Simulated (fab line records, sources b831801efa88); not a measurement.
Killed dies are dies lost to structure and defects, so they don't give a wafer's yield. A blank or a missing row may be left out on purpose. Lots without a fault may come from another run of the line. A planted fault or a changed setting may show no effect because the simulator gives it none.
Chamber matching | flow sfq_line | SFQ_TRILAYER_I0_CMP_CMP_028 on cmp-01: 4 sister chambers
The step polishes SiO2. 18 wafers are shown with their chamber, then 9 later ones without.

WAFERS WITH THEIR CHAMBER
wafer  | chamber | motor_current_A (A) | time_to_endpoint_s (s)
L809.2 | 1       | 11.8                | 201
L809.5 | 1       | 11.9                | 214
L809.6 | 2       | 9.8                 | 224
L812.3 | 2       | 10.1                | 219
L812.2 | 0       | 8.5                 | 211
L812.5 | 3       | 9.7                 | 202
L813.3 | 2       | 10.0                | 212
L813.5 | 3       | 10.4                | 195
L813.6 | 0       | 9.1                 | 234
L814.3 | 2       | 9.8                 | 210
L814.2 | 0       | 8.9                 | 238
L814.5 | 2       | 10.6                | 214
L824.4 | 2       | 10.2                | 226
L824.2 | 0       | 8.6                 | 202
L824.6 | 2       | 10.2                | 217
L826.1 | 0       | 8.6                 | 216
L826.2 | 3       | 10.1                | 209
L826.5 | 2       | 10.7                | 222

SIGNATURES (means of the wafers above)
reading            | chamber 0 | chamber 1 | chamber 2 | chamber 3 | scatter within a chamber
motor_current_A    | 8.740     | 11.850    | 10.175    | 10.067    | 0.302
time_to_endpoint_s | 220.20    | 207.50    | 218.00    | 202.00    | 9.85
Rule: a wafer's distance from a chamber is the root of the sum, over the readings, of the square of ((its reading less the chamber's mean) divided by the reading's scatter). The wafer belongs to the nearest chamber; if the next one is less than 2 further off, it can't be placed. The scatter: the root of (the sum of the squares of (reading less its chamber's mean) over the shown wafers, divided by (wafers less chambers)).

WAFERS WITHOUT THEIR CHAMBER
wafer  | motor_current_A (A) | time_to_endpoint_s (s)
L828.2 | 10.3                | 212
L828.4 | 10.1                | 209
L828.5 | 12.0                | 213
L829.1 | 12.2                | 217
L829.2 | 9.0                 | 217
L829.3 | 10.4                | 214
L830.1 | 9.7                 | 218
L830.2 | 8.7                 | 201
L830.4 | 11.3                | 209

WHICH CHAMBER EACH WENT THROUGH
wafer  | from the rows above          | in truth
L828.2 | can't be placed: 2 or 3      | 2
L828.4 | can't be placed: 3 or 2      | 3
L828.5 | 1                            | 1
L829.1 | 1                            | 1
L829.2 | 0                            | 0
L829.3 | can't be placed: 2 or 3      | 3
L830.1 | can't be placed: 2 or 3 or 0 | 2
L830.2 | 0                            | 0
L830.4 | 1                            | 1
Placed correctly: 5 of 9. Can't be placed from these rows: 4 (the true chamber is among the candidates in 4). Placed wrongly: 0.
